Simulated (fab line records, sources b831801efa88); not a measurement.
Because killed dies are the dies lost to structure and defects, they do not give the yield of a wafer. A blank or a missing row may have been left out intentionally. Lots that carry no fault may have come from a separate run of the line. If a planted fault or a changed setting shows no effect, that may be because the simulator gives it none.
fab line records	flow sky130
record: lots: 13	wafers: 39	lastDay: 50
route steps=708 shown FIELD_ISO@1 NWELL@34 PAD_OPEN@708
lots with no fault: from the same line, run without faults
startH: start of the lot's first displayed wafer, in hours after the record's first day	waitH: hours elapsed since this lot's preceding step	" same as the row above	L1.1+2: several wafers, shown together as one row	- no value present, or no start provided	* or withheld: withheld	< > ~ a bound
route shown NAME@n: NAME is a module with steps in the file, n the number in the route of the first one	usual: the fault-free wafers' mean and standard deviation	same: alike in all rows	chamber/n: place in a boat	sites: per-site readings	_std_site: the standard deviation of these	_edge_site: the outer-site mean with the inner-site mean subtracted	radiusMm: for every site, how far away it sits from the centre of the wafer	mask NAME#n: copy n	behind: the most recent tool/chamber to have shaped the wafer	hold: what put the lot on hold/how long, in hours/how the hold closed	device: transistor that didn't switch, given as n, p or np	end of line: the tests these same wafers got at the end of their route	for a step that has no rows: nothing shown but its recipe	killed: the dies lost at the first sort to structure and to defects; this is not the yield of the wafer	map: shows each die of a wafer: x if killed, . if not, _ if none is there
set.NAME: the setting that was run; set.NAME@STEP: the one run at that earlier step	model.NAME: the simulator's own value behind a step, which no gauge read
a sample of lots followed through the steps of the route, with each step as a table and each wafer as a row
services: a tool's chamber out of use, with start hour (startH, from the record's first day; less than 0 if before it), hours out, and reason
== steps ==
step: SKY_FIELD_ISO_BOW_MEAS_00
recipe: mode: bow
usual: INCOMING_BOW: 1/6.2
lot.wafer	tool	chamber	startH	waitH	INCOMING_BOW[um]
L540.1	filmMetro-04	-	15.04	-	5
L540.4	"	-	"	"	3
L540.5	"	-	"	"	7
L542.2	filmMetro-03	-	25.02	-	-7
L542.3	"	-	"	"	2
L542.6	"	-	"	"	10
L543.3	filmMetro-01	-	30.04	-	0
L543.4	"	-	"	"	14
L543.5	"	-	"	"	0
L544.1	filmMetro-01	-	35.00	-	-9
L544.3	"	-	"	"	-9
L544.5	"	-	"	"	0
L545.2	filmMetro-01	-	40.02	-	-1
L545.5	"	-	"	"	1
L545.6	"	-	"	"	-8
L547.4	filmMetro-03	-	50.06	-	-6
L547.5	"	-	"	"	10
L547.6	"	-	"	"	-7
L548.1	filmMetro-01	-	55.00	-	4
L548.3	"	-	"	"	10
L548.5	"	-	"	"	4
L550.1	filmMetro-01	-	65.00	-	8
L550.2	"	-	"	"	-13
L550.3	"	-	"	"	-5
L557.2	filmMetro-03	-	100.02	-	5
L557.4	"	-	"	"	7
L557.6	"	-	"	"	11
L558.3	filmMetro-03	-	105.04	-	7
L558.4	"	-	"	"	4
L558.6	"	-	"	"	5
L559.2	filmMetro-04	-	110.02	-	-7
L559.3	"	-	"	"	-3
L559.5	"	-	"	"	0
L561.1	filmMetro-01	-	120.00	-	2
L561.3	"	-	"	"	7
L561.4	"	-	"	"	13
L562.1	filmMetro-01	-	125.00	-	-2
L562.2	"	-	"	"	4
L562.4	"	-	"	"	-6
step: SKY_FIELD_ISO_THK_MEAS_04
recipe: reads: Si3N4_of_FIELD_ISO_CVD_03
usual: FIELD_ISO_CVD_03_THK: 164.9/1.2
lot.wafer	tool	chamber	startH	waitH	FIELD_ISO_CVD_03_THK[nm]
L540.1	filmMetro-04	-	21.50	0.1	165.3
L540.4	"	-	"	"	165.7
L540.5	"	-	"	"	164.1
L542.2	filmMetro-01	-	29.62	0.0	163.4
L542.3	"	-	"	"	163.2
L542.6	"	-	"	"	162.7
L543.3	filmMetro-04	-	33.50	0.0	165.2
L543.4	"	-	"	"	166.2
L543.5	"	-	"	"	164.4
L544.1	filmMetro-03	-	39.79	0.0	167.1
L544.3	"	-	"	"	167.2
L544.5	"	-	"	"	166.4
L545.2	filmMetro-01	-	45.57	0.0	167.8
L545.5	"	-	"	"	167.6
L545.6	"	-	"	"	166.5
L547.4	filmMetro-04	-	54.31	0.0	166.8
L547.5	"	-	"	"	166.1
L547.6	"	-	"	"	165.8
L548.1	filmMetro-04	-	60.35	0.0	163.5
L548.3	"	-	"	"	164.7
L548.5	"	-	"	"	164.5
L550.1	filmMetro-01	-	73.06	0.0	162.8
L550.2	"	-	"	"	163.8
L550.3	"	-	"	"	163.9
L557.2	filmMetro-04	-	105.51	0.0	166.0
L557.4	"	-	"	"	164.2
L557.6	"	-	"	"	165.1
L558.3	filmMetro-03	-	109.71	0.0	164.5
L558.4	"	-	"	"	166.3
L558.6	"	-	"	"	165.8
L559.2	filmMetro-01	-	114.79	0.0	163.7
L559.3	"	-	"	"	163.3
L559.5	"	-	"	"	164.1
L561.1	filmMetro-03	-	124.37	0.0	167.2
L561.3	"	-	"	"	165.7
L561.4	"	-	"	"	165.2
L562.1	filmMetro-04	-	130.98	0.0	167.8
L562.2	"	-	"	"	166.6
L562.4	"	-	"	"	166.0
step: SKY_FIELD_ISO_EXPOSE_10
recipe: maskId: FOM	na: 0.68	sourceShape: annular	sigmaInner: 0.4	sigmaOuter: 0.8	targetCdNm: 150	doseMj: 28
same: sigmaInner: 0.4
lot.wafer	tool	chamber	startH	waitH	mask
L540.1+4+5	krfScanner-01	0	27.44	-	FOM#0
L542.2+3+6	krfScanner-02	0	38.39	-	FOM#0
L543.3+4+5	krfScanner-02	0	41.12	-	FOM#0
L544.1+3+5	krfScanner-01	0	45.67	-	FOM#0
L545.2+5+6	krfScanner-02	0	54.78	-	FOM#0
L547.4+5+6	krfScanner-02	0	62.10	-	FOM#0
L548.1+3+5	krfScanner-01	0	69.09	-	FOM#0
L550.1+2+3	krfScanner-01	0	80.59	-	FOM_R1#0
L557.2+4+6	krfScanner-02	0	113.81	-	FOM#0
L558.3+4+6	krfScanner-01	0	119.00	-	FOM#0
L559.2+3+5	krfScanner-01	0	124.70	-	FOM#0
L561.1+3+4	krfScanner-01	0	132.58	-	FOM#0
L562.1+2+4	krfScanner-01	0	140.77	-	FOM#0
step: SKY_FIELD_ISO_CD_MEAS_13
recipe: targetCdNm: 150
usual: cdNm: 150.2/1.4
lot.wafer	tool	chamber	startH	waitH	cdNm
L540.1	cdSem-02	-	36.52	-	149.2
L540.4	"	-	"	"	149.0
L540.5	"	-	"	"	149.5
L542.2	cdSem-02	-	44.04	-	148.9
L542.3	"	-	"	"	149.2
L542.6	"	-	"	"	148.4
L543.3	cdSem-01	-	47.38	-	149.7
L543.4	"	-	"	"	149.3
L543.5	"	-	"	"	149.5
L544.1	cdSem-01	-	54.29	-	150.2
L544.3	"	-	"	"	150.1
L544.5	"	-	"	"	151.0
L545.2	cdSem-02	-	61.60	-	150.5
L545.5	"	-	"	"	149.3
L545.6	"	-	"	"	148.9
L547.4	cdSem-02	-	69.68	-	151.6
L547.5	"	-	"	"	152.7
L547.6	"	-	"	"	152.3
L548.1	cdSem-02	-	76.32	-	151.2
L548.3	"	-	"	"	150.2
L548.5	"	-	"	"	151.0
L550.1	cdSem-02	-	89.07	-	133.6
L550.2	"	-	"	"	133.1
L550.3	"	-	"	"	133.5
L557.2	cdSem-01	-	123.30	-	149.1
L557.4	"	-	"	"	149.7
L557.6	"	-	"	"	148.4
L558.3	cdSem-01	-	127.77	-	148.7
L558.4	"	-	"	"	148.2
L558.6	"	-	"	"	147.9
L559.2	cdSem-02	-	132.76	-	148.2
L559.3	"	-	"	"	149.1
L559.5	"	-	"	"	147.7
L561.1	cdSem-02	-	142.77	-	151.8
L561.3	"	-	"	"	151.3
L561.4	"	-	"	"	150.1
L562.1	cdSem-02	-	150.48	-	150.7
L562.2	"	-	"	"	150.8
L562.4	"	-	"	"	152.0
step: SKY_NWELL_THK_MEAS_02
recipe: reads: SiO2_of_NWELL_OXIDATION_01
usual: NWELL_OXIDATION_THK: 10.02/0.18
lot.wafer	tool	chamber	startH	waitH	NWELL_OXIDATION_THK[nm]
L540.1	filmMetro-04	-	45.12	0.1	9.91
L540.4	"	-	"	"	10.00
L540.5	"	-	"	"	10.24
L542.2	filmMetro-04	-	51.66	0.0	9.81
L542.3	"	-	"	"	9.91
L542.6	"	-	"	"	9.90
L543.3	filmMetro-01	-	55.48	0.0	9.92
L543.4	"	-	"	"	9.99
L543.5	"	-	"	"	9.86
L544.1	filmMetro-04	-	63.03	0.0	9.95
L544.3	"	-	"	"	9.95
L544.5	"	-	"	"	9.99
L545.2	filmMetro-02	-	70.36	0.0	9.56
L545.5	"	-	"	"	9.70
L545.6	"	-	"	"	9.64
L547.4	filmMetro-04	-	85.42	0.0	10.13
L547.5	"	-	"	"	10.20
L547.6	"	-	"	"	10.10
L548.1	filmMetro-02	-	93.24	0.0	10.13
L548.3	"	-	"	"	10.25
L548.5	"	-	"	"	10.26
L550.1	filmMetro-01	-	103.46	0.0	9.86
L550.2	"	-	"	"	9.67
L550.3	"	-	"	"	9.85
L557.2	filmMetro-04	-	131.70	0.0	10.18
L557.4	"	-	"	"	10.14
L557.6	"	-	"	"	10.07
L558.3	filmMetro-02	-	137.22	0.0	9.95
L558.4	"	-	"	"	9.91
L558.6	"	-	"	"	9.88
L559.2	filmMetro-02	-	141.07	0.0	10.42
L559.3	"	-	"	"	10.14
L559.5	"	-	"	"	10.36
L561.1	filmMetro-01	-	148.64	0.0	10.49
L561.3	"	-	"	"	10.27
L561.4	"	-	"	"	10.33
L562.1	filmMetro-01	-	157.09	0.0	9.93
L562.2	"	-	"	"	9.94
L562.4	"	-	"	"	10.04
step: SKY_PAD_OPEN_PROBE_99
usual: killed_at_M0_to_M3: 43/7.2	killed_at_M4_up: 3.1/1.8	killedAtContacts: 24/5.4	killedAtFrontEnd: 15/4.4	killedAtOther: 0.4/0.56	killedDies: 86/9.3	killedOnRim: 17/3.6	killedOpen: 47/6.9	killedShort: 39/6.6
same: grossDies: 492	killedAtBackSide: 0
lot.wafer	tool	chamber	startH	waitH	killed_at_M0_to_M3	killed_at_M4_up	killedAtContacts	killedAtFrontEnd	killedAtOther	killedDies	killedOnRim	killedOpen	killedShort
L540.1	prober-01	-	1084.52	0.1	46	1	26	22	0	95	22	52	43
L540.4	prober-01	-	1084.67	0.2	45	3	17	14	0	79	20	45	34
L540.5	prober-01	-	1084.72	0.2	61	4	18	17	0	100	16	58	42
L542.2	prober-02	-	1093.60	0.1	42	3	23	14	0	82	19	40	42
L542.3	prober-02	-	1093.65	0.2	42	4	20	13	0	79	19	36	43
L542.6	prober-02	-	1093.80	0.2	44	5	19	19	1	88	19	47	41
L543.3	prober-01	-	1095.42	0.2	50	5	25	20	1	101	20	59	42
L543.4	prober-01	-	1095.47	0.2	45	5	31	19	0	100	23	46	54
L543.5	prober-01	-	1095.52	0.2	52	4	21	19	0	96	17	48	48
L544.1	prober-02	-	1104.11	0.1	39	4	26	14	1	84	16	43	41
L544.3	prober-02	-	1104.21	0.2	50	0	11	13	0	74	16	40	34
L544.5	prober-02	-	1104.31	0.2	39	1	24	22	1	87	16	45	42
L545.2	prober-01	-	1118.11	0.1	47	2	23	10	1	83	14	47	36
L545.5	prober-01	-	1118.26	0.2	49	1	24	16	0	90	17	51	39
L545.6	prober-01	-	1118.31	0.2	39	8	26	16	0	89	11	62	27
L547.4	prober-01	-	1132.81	0.2	41	3	25	11	0	80	20	45	35
L547.5	prober-01	-	1132.86	0.2	43	5	31	9	1	89	14	49	40
L547.6	prober-01	-	1132.91	0.2	45	1	28	14	2	90	19	46	43
L548.1	prober-01	-	1142.17	0.1	34	1	22	15	1	73	18	46	27
L548.3	prober-01	-	1142.27	0.2	50	1	39	15	0	105	18	59	45
L548.5	prober-01	-	1142.37	0.2	45	6	40	8	0	99	25	58	40
L550.1	prober-02	-	1143.76	0.1	45	1	23	30	2	101	29	48	39
L550.2	prober-02	-	1143.81	0.1	38	2	25	36	0	101	33	54	26
L550.3	prober-02	-	1143.86	0.2	34	1	31	20	0	86	15	48	37
L557.2	prober-01	-	1181.20	0.1	47	3	25	13	0	88	23	53	34
L557.4	prober-01	-	1181.30	0.2	34	3	23	10	0	70	10	46	24
L557.6	prober-01	-	1181.40	0.2	29	2	32	15	0	78	16	46	32
L558.3	prober-02	-	1184.39	0.2	43	1	24	19	1	88	17	48	39
L558.4	prober-02	-	1184.44	0.2	39	5	27	14	0	85	14	48	37
L558.6	prober-02	-	1184.54	0.2	39	1	22	15	0	77	17	38	39
L559.2	prober-01	-	1184.65	0.1	41	2	25	12	0	80	10	57	23
L559.3	prober-01	-	1184.70	0.2	55	4	17	9	0	85	19	46	39
L559.5	prober-01	-	1184.80	0.2	39	2	24	6	0	71	17	37	34
L561.1	prober-01	-	1196.70	0.1	39	10	22	11	1	83	18	42	41
L561.3	prober-01	-	1196.80	0.2	43	0	31	12	0	86	12	50	36
L561.4	prober-01	-	1196.85	0.2	34	6	30	11	1	82	11	37	43
L562.1	prober-02	-	1201.16	0.1	37	5	28	20	0	90	15	46	44
L562.2	prober-02	-	1201.21	0.1	49	2	37	11	0	99	22	51	48
L562.4	prober-02	-	1201.31	0.2	43	1	23	10	0	77	12	42	35
killed by level:class
L540.1 VIA1:geometricParticle:open=14 LI_CONTACT:geometricParticle:open=8 FIELD_ISO:geometricParticle:short=6 CONTACT:geometricParticle:open=6 VIA2:geometricParticle:open=6 LI_CONTACT:geometricParticle:short=5 VIA1:geometricParticle:short=5 VIA3:geometricParticle:open=5
L540.4 CONTACT:geometricParticle:open=10 VIA3:geometricParticle:open=10 VIA2:geometricParticle:open=7 VIA1:geometricParticle:open=5 METAL2:geometricParticle:short=5 POLY_GATE:geometricParticle:open=4 POLY_GATE:geometricParticle:short=4 VIA1:geometricParticle:short=4
L540.5 VIA1:geometricParticle:open=16 VIA2:geometricParticle:open=8 VIA3:geometricParticle:open=7 FIELD_ISO:geometricParticle:open=6 METAL1:geometricParticle:short=6 VIA1:geometricParticle:short=6 LI_CONTACT:geometricParticle:open=5 LOCAL_INTERCONNECT:geometricParticle:short=5
L542.2 CONTACT:geometricParticle:open=8 VIA2:geometricParticle:open=8 CONTACT:geometricParticle:short=7 VIA1:geometricParticle:open=7 VIA2:geometricParticle:short=5 METAL3:geometricParticle:short=5 POLY_GATE:geometricParticle:short=4 LI_CONTACT:geometricParticle:short=4
L542.3 VIA1:geometricParticle:open=9 CONTACT:geometricParticle:open=7 METAL3:geometricParticle:short=6 VIA2:geometricParticle:open=5 CONTACT:geometricParticle:short=5 METAL2:geometricParticle:short=5 POLY_GATE:geometricParticle:short=4 VIA1:geometricParticle:short=4
L542.6 CONTACT:geometricParticle:open=9 VIA1:geometricParticle:open=8 LI_CONTACT:geometricParticle:open=6 VIA3:geometricParticle:open=6 VIA1:geometricParticle:short=5 VIA2:geometricParticle:short=5 VIA2:geometricParticle:open=5 POLY_GATE:geometricParticle:open=4
L543.3 VIA1:geometricParticle:open=13 VIA2:geometricParticle:open=11 LI_CONTACT:geometricParticle:open=9 CONTACT:geometricParticle:open=7 POLY_GATE:geometricParticle:short=6 METAL1:geometricParticle:short=6 METAL2:geometricParticle:short=5 FIELD_ISO:geometricParticle:open=4
L543.4 CONTACT:geometricParticle:open=14 VIA1:geometricParticle:open=9 METAL3:geometricParticle:short=7 POLY_GATE:geometricParticle:short=6 CONTACT:geometricParticle:short=6 METAL1:geometricParticle:short=6 FIELD_ISO:geometricParticle:open=5 LI_CONTACT:geometricParticle:open=5
L543.5 VIA1:geometricParticle:open=11 VIA3:geometricParticle:open=9 CONTACT:geometricParticle:open=8 METAL1:geometricParticle:short=8 FIELD_ISO:geometricParticle:short=6 CONTACT:geometricParticle:short=6 VIA2:geometricParticle:open=6 POLY_GATE:geometricParticle:short=5
L544.1 LOCAL_INTERCONNECT:geometricParticle:short=7 CONTACT:geometricParticle:open=7 VIA2:geometricParticle:open=7 VIA1:geometricParticle:open=7 LI_CONTACT:geometricParticle:open=6 VIA3:geometricParticle:open=5 CONTACT:geometricParticle:short=4 VIA1:geometricParticle:short=4
L544.3 VIA1:geometricParticle:open=9 METAL1:geometricParticle:short=9 VIA2:geometricParticle:open=7 VIA3:geometricParticle:open=5 POLY_GATE:geometricParticle:short=4 VIA1:geometricParticle:short=4 METAL1:geometricParticle:open=4 POLY_GATE:geometricParticle:open=3
L544.5 VIA1:geometricParticle:open=10 CONTACT:geometricParticle:open=8 VIA3:geometricParticle:open=7 POLY_GATE:geometricParticle:short=6 LI_CONTACT:geometricParticle:open=6 FIELD_ISO:geometricParticle:short=5 METAL2:geometricParticle:short=5 FIELD_ISO:geometricParticle:open=4
L545.2 VIA1:geometricParticle:open=12 CONTACT:geometricParticle:open=8 METAL1:geometricParticle:short=6 VIA2:geometricParticle:open=6 VIA3:geometricParticle:short=5 LI_CONTACT:geometricParticle:open=5 LOCAL_INTERCONNECT:geometricParticle:short=5 VIA3:geometricParticle:open=5
L545.5 LI_CONTACT:geometricParticle:open=8 VIA1:geometricParticle:open=8 VIA3:geometricParticle:open=7 METAL1:geometricParticle:short=6 METAL2:geometricParticle:short=6 FIELD_ISO:geometricParticle:open=5 LOCAL_INTERCONNECT:geometricParticle:short=5 CONTACT:geometricParticle:open=5
L545.6 VIA1:geometricParticle:open=13 LI_CONTACT:geometricParticle:open=11 CONTACT:geometricParticle:open=11 VIA3:geometricParticle:open=7 FIELD_ISO:geometricParticle:open=4 METAL4:geometricParticle:short=4 VIA4:geometricParticle:open=4 METAL2:geometricParticle:short=4
L547.4 LI_CONTACT:geometricParticle:open=7 VIA1:geometricParticle:open=7 VIA2:geometricParticle:open=7 CONTACT:geometricParticle:open=6 METAL2:geometricParticle:short=6 FIELD_ISO:geometricParticle:open=5 LOCAL_INTERCONNECT:geometricParticle:short=5 METAL1:geometricParticle:short=5
L547.5 LI_CONTACT:geometricParticle:open=11 VIA3:geometricParticle:open=8 LOCAL_INTERCONNECT:geometricParticle:short=7 CONTACT:geometricParticle:open=7 VIA2:geometricParticle:open=7 METAL1:geometricParticle:short=6 VIA1:geometricParticle:open=6 METAL2:geometricParticle:short=5
L547.6 CONTACT:geometricParticle:open=10 METAL2:geometricParticle:short=8 VIA1:geometricParticle:short=7 LOCAL_INTERCONNECT:geometricParticle:short=6 VIA1:geometricParticle:open=6 VIA2:geometricParticle:open=5 METAL3:geometricParticle:short=5 FIELD_ISO:geometricParticle:open=4
L548.1 CONTACT:geometricParticle:open=9 VIA1:geometricParticle:open=8 LI_CONTACT:geometricParticle:open=7 VIA3:geometricParticle:open=6 METAL1:geometricParticle:short=5 FIELD_ISO:geometricParticle:open=4 POLY_CUT:geometricParticle:open=4 METAL2:geometricParticle:short=3
L548.3 LI_CONTACT:geometricParticle:open=12 CONTACT:geometricParticle:open=12 VIA1:geometricParticle:short=9 METAL2:geometricParticle:short=8 VIA2:geometricParticle:open=8 VIA3:geometricParticle:open=8 VIA1:geometricParticle:open=7 POLY_GATE:geometricParticle:open=5
L548.5 CONTACT:geometricParticle:open=18 VIA1:geometricParticle:open=12 LI_CONTACT:geometricParticle:open=8 CONTACT:geometricParticle:short=8 VIA3:geometricParticle:open=6 METAL2:geometricParticle:short=5 VIA2:geometricParticle:open=5 VIA2:geometricParticle:short=4
L550.1 FIELD_ISO:areaExpose=13 VIA1:geometricParticle:open=12 METAL2:geometricParticle:short=11 LOCAL_INTERCONNECT:geometricParticle:short=7 VIA2:geometricParticle:open=7 CONTACT:geometricParticle:open=6 VIA3:geometricParticle:open=6 POLY_GATE:geometricParticle:open=5
L550.2 FIELD_ISO:areaExpose=21 VIA1:geometricParticle:open=14 CONTACT:geometricParticle:open=10 LI_CONTACT:geometricParticle:open=9 FIELD_ISO:geometricParticle:open=6 VIA3:geometricParticle:open=5 VIA2:geometricParticle:open=5 POLY_GATE:geometricParticle:open=3
L550.3 CONTACT:geometricParticle:open=16 VIA1:geometricParticle:open=9 FIELD_ISO:geometricParticle:short=7 FIELD_ISO:geometricParticle:open=6 LOCAL_INTERCONNECT:geometricParticle:short=6 VIA2:geometricParticle:open=5 CONTACT:geometricParticle:short=4 VIA1:geometricParticle:short=4
L557.2 CONTACT:geometricParticle:open=11 VIA3:geometricParticle:open=10 VIA2:geometricParticle:open=8 LI_CONTACT:geometricParticle:open=7 VIA1:geometricParticle:open=6 METAL3:geometricParticle:short=6 METAL2:geometricParticle:short=6 FIELD_ISO:geometricParticle:short=4
L557.4 CONTACT:geometricParticle:open=9 VIA1:geometricParticle:open=9 VIA3:geometricParticle:open=7 VIA2:geometricParticle:open=6 LI_CONTACT:geometricParticle:open=4 LOCAL_INTERCONNECT:geometricParticle:short=4 CONTACT:geometricParticle:short=4 FIELD_ISO:geometricParticle:open=3
L557.6 CONTACT:geometricParticle:open=12 LOCAL_INTERCONNECT:geometricParticle:short=9 VIA1:geometricParticle:open=8 VIA2:geometricParticle:open=6 LI_CONTACT:geometricParticle:open=5 VIA3:geometricParticle:open=5 VIA2:geometricParticle:short=3 POLY_GATE:geometricParticle:open=3
L558.3 CONTACT:geometricParticle:open=10 VIA3:geometricParticle:open=8 VIA1:geometricParticle:open=7 FIELD_ISO:geometricParticle:short=6 LI_CONTACT:geometricParticle:open=6 METAL2:geometricParticle:short=6 VIA2:geometricParticle:open=6 CONTACT:geometricParticle:short=5
L558.4 VIA1:geometricParticle:open=11 CONTACT:geometricParticle:open=8 LOCAL_INTERCONNECT:geometricParticle:short=6 VIA2:geometricParticle:open=5 VIA3:geometricParticle:open=5 LI_CONTACT:geometricParticle:open=4 CONTACT:geometricParticle:short=4 METAL1:geometricParticle:short=4
L558.6 METAL2:geometricParticle:short=8 CONTACT:geometricParticle:open=7 VIA1:geometricParticle:open=7 VIA3:geometricParticle:open=7 CONTACT:geometricParticle:short=6 VIA1:geometricParticle:short=5 FIELD_ISO:geometricParticle:open=4 POLY_GATE:geometricParticle:short=4
L559.2 VIA1:geometricParticle:open=13 CONTACT:geometricParticle:open=10 LI_CONTACT:geometricParticle:open=9 VIA3:geometricParticle:open=8 FIELD_ISO:geometricParticle:open=5 VIA2:geometricParticle:open=5 VIA1:geometricParticle:short=3 LOCAL_INTERCONNECT:geometricParticle:short=3
L559.3 VIA1:geometricParticle:open=17 METAL2:geometricParticle:short=8 LI_CONTACT:geometricParticle:open=7 VIA2:geometricParticle:open=7 VIA3:geometricParticle:open=6 METAL1:geometricParticle:short=4 METAL3:geometricParticle:short=4 POLY_GATE:geometricParticle:short=3
L559.5 CONTACT:geometricParticle:open=9 VIA1:geometricParticle:open=8 LI_CONTACT:geometricParticle:open=7 METAL1:geometricParticle:short=7 VIA3:geometricParticle:open=5 METAL2:geometricParticle:short=4 VIA2:geometricParticle:short=4 VIA2:geometricParticle:open=4
L561.1 VIA1:geometricParticle:open=11 CONTACT:geometricParticle:open=10 METAL4:geometricParticle:short=6 FIELD_ISO:geometricParticle:short=5 METAL1:geometricParticle:short=5 VIA2:geometricParticle:open=5 CONTACT:geometricParticle:short=4 VIA3:geometricParticle:short=3
L561.3 CONTACT:geometricParticle:open=12 VIA1:geometricParticle:open=11 LI_CONTACT:geometricParticle:open=11 METAL3:geometricParticle:short=6 VIA3:geometricParticle:open=6 METAL1:geometricParticle:short=5 CONTACT:geometricParticle:short=4 VIA1:geometricParticle:short=4
L561.4 LOCAL_INTERCONNECT:geometricParticle:short=8 VIA1:geometricParticle:short=7 VIA1:geometricParticle:open=7 CONTACT:geometricParticle:open=6 LI_CONTACT:geometricParticle:open=5 CONTACT:geometricParticle:short=5 FIELD_ISO:geometricParticle:short=4 LI_CONTACT:geometricParticle:short=4
L562.1 CONTACT:geometricParticle:open=10 LI_CONTACT:geometricParticle:open=8 VIA1:geometricParticle:open=8 CONTACT:geometricParticle:short=6 METAL3:geometricParticle:short=5 FIELD_ISO:geometricParticle:short=4 METAL1:geometricParticle:short=4 METAL2:geometricParticle:short=4
L562.2 VIA1:geometricParticle:open=13 CONTACT:geometricParticle:open=12 CONTACT:geometricParticle:short=8 VIA1:geometricParticle:short=8 LI_CONTACT:geometricParticle:open=7 LOCAL_INTERCONNECT:geometricParticle:short=5 METAL1:geometricParticle:short=5 VIA2:geometricParticle:open=5
L562.4 CONTACT:geometricParticle:open=11 VIA2:geometricParticle:open=9 VIA1:geometricParticle:short=9 VIA1:geometricParticle:open=7 METAL1:geometricParticle:short=5 METAL2:geometricParticle:short=5 VIA3:geometricParticle:open=5 FIELD_ISO:geometricParticle:short=4
== services ==
tool	chamber	startH	hours	kind
krfScanner-02	0	8.96	-	calibration
krfScanner-01	-	11.98	1.3	pm
krfScanner-01	-	40.75	4.0	pm
krfScanner-02	-	71.92	0.8	pm
krfScanner-01	-	77.06	1.3	repair
krfScanner-02	-	82.13	1.4	repair
krfScanner-02	-	95.96	1.0	pm
krfScanner-01	0	97.27	-	calibration
krfScanner-01	-	103.09	1.0	pm
krfScanner-01	-	104.74	0.8	pm
krfScanner-02	-	138.36	37.2	repair
== key ==
firstSign: step: SKY_FIELD_ISO_EXPOSE_10	reading: mask	direction: changed
effect: step: SKY_FIELD_ISO_CD_MEAS_13	reading: cdNm	direction: down	sigmas: 12	usual: 150.2	struck: 133.4
effect: step: SKY_PAD_OPEN_PROBE_99	reading: killedAtFrontEnd	direction: up	sigmas: 3.1	usual: 15	struck: 29	wafersMoved: 2
metAt SKY_FIELD_ISO_EXPOSE_10
struckLots L550
testerLeftOut L550
notActingAt SKY_FIELD_ISO_BOW_MEAS_00,SKY_FIELD_ISO_THK_MEAS_04,SKY_NWELL_THK_MEAS_02
onsetBetween 69.09 80.59
fault: kind: wrongMask	tool: any	chamber: -	onsetH: 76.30	steps: SKY_FIELD_ISO_EXPOSE_10	auxCopy: FOM_R1#0	cdOffsetNm: -18	scope: struckLotsOnly
testerLeftOut: of these lots the tester's yield and bins aren't shown, on N5 and GAA mostly nor the transistor test; their killed dies are dies lost to structure and defects alone, not to doping, threshold or leakage, so they don't give the yield
